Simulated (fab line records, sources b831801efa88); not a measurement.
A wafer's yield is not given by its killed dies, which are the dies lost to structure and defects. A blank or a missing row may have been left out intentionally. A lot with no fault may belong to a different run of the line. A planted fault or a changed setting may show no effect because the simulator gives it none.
Struck lot and sound lot, side by side ; flow gf180mcu ; 14 steps out of a route of 602
Sound: these wafers, L690.4, L690.5, L690.6. Wafers L692.3, L692.4, L692.5 were the ones struck. At the end, the cause is stated.
Per side, at each step with rows, come the tool, then ch with its chambers, and then its first start. Under that, the readings that differ: sound wafers ; struck wafers ; difference of the means ; sigmas: that difference in standard deviations of wafers without a fault.
alike: same words and numbers on both sides, and readings whose means sit less than 2 such deviations apart. not compared: any withheld reading, any reading some wafer has no value for, any bound like >300 that may hide the same value, and any number with overlapping values for which the record gives no deviation.
Wherever a step has rows on one side only, a row that says differs or no value, or a row with sigmas, the two part there. When numbers do not overlap yet have no deviation, they are printed without sigmas and do not part them. A reading missing from all wafers of one side parts the sides only when that side holds two or more wafers.

GF_MIM_SPUTTER_04: material TiN, target thk 50 nm, time 41.7 s.
  sound on pvd-sputter-04, day 26 02:03; struck on pvd-sputter-03, day 26 23:07
  alike: throttle-valve-pct
GF_MIM_CVD_05: deposits Si3N4, target thk 42 nm, time 29.086 s.
  sound on pecvd-04 ch 0,1,2, day 26 02:07; struck on pecvd-01 ch 1,2, day 26 23:10
  alike: heater-power-w
  not compared: since-wet-clean-h
GF_MIM_THK_MEAS_06:
  sound on film-metro-03, day 26 02:10; struck on film-metro-01, day 26 23:13
  alike: MIM_CVD_05_THK
GF_MIM_SPUTTER_07: material TiN, target thk 60 nm, time 50 s.
  sound on pvd-sputter-03, day 26 02:11; struck on pvd-sputter-01, day 26 23:15
  alike: throttle-valve-pct
GF_MIM_SPUTTER_08: material AlCu, target thk 200 nm, time 10.6 s.
  sound on pvd-sputter-03, day 26 02:14; struck on pvd-sputter-01, day 26 23:17
  alike: throttle-valve-pct
GF_MIM_SPUTTER_09: material TiN, target thk 35 nm, time 29.2 s.
  sound on pvd-sputter-03, day 26 02:15; struck on pvd-sputter-01, day 26 23:19
  alike: throttle-valve-pct
GF_MIM_RS_MEAS_10: measures by four-point-probe.
  sound on film-metro-01, day 26 02:20; struck on film-metro-03, day 26 23:23
  alike: MIM_ALCU_RS
GF_MIM_THK_MEAS_11: measures by xrf.
  sound on film-metro-01, day 26 02:26; struck on film-metro-03, day 26 23:29
  alike: MIM_ALCU_THK
then, 4 steps without rows for these wafers: GF_MIM_DEHYDRATE_12 (time 60 s); GF_MIM_HMDS_13 (prime time 60 s); GF_MIM_COAT_14 (resist thk 1000 nm); GF_MIM_SOFTBAKE_15 (time 60 s).
GF_MIM_EXPOSE_16: exposes mask FuseTop, target cd 2000 nm.
  sound on iline-stepper-02 ch 0, day 26 13:01; struck on iline-stepper-02, day 27 09:46
  no value came back on the struck wafers for exposure-dose-mJ-cm2, focus-offset-nm (nm), stage-vel-mm-s (mm/s); on the sound wafers exposure-dose-mJ-cm2 reads 140.17 140.25 140.08
  alike: mask
then, 1 step without rows for these wafers: GF_MIM_PEB_17.

## WHERE THEY PART
Only at GF_MIM_EXPOSE_16, within this record.

WHY: what the simulator had put in
Beginning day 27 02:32, the whole step at GF_MIM_EXPOSE_16 was skipped on iline-stepper-02. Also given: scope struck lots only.
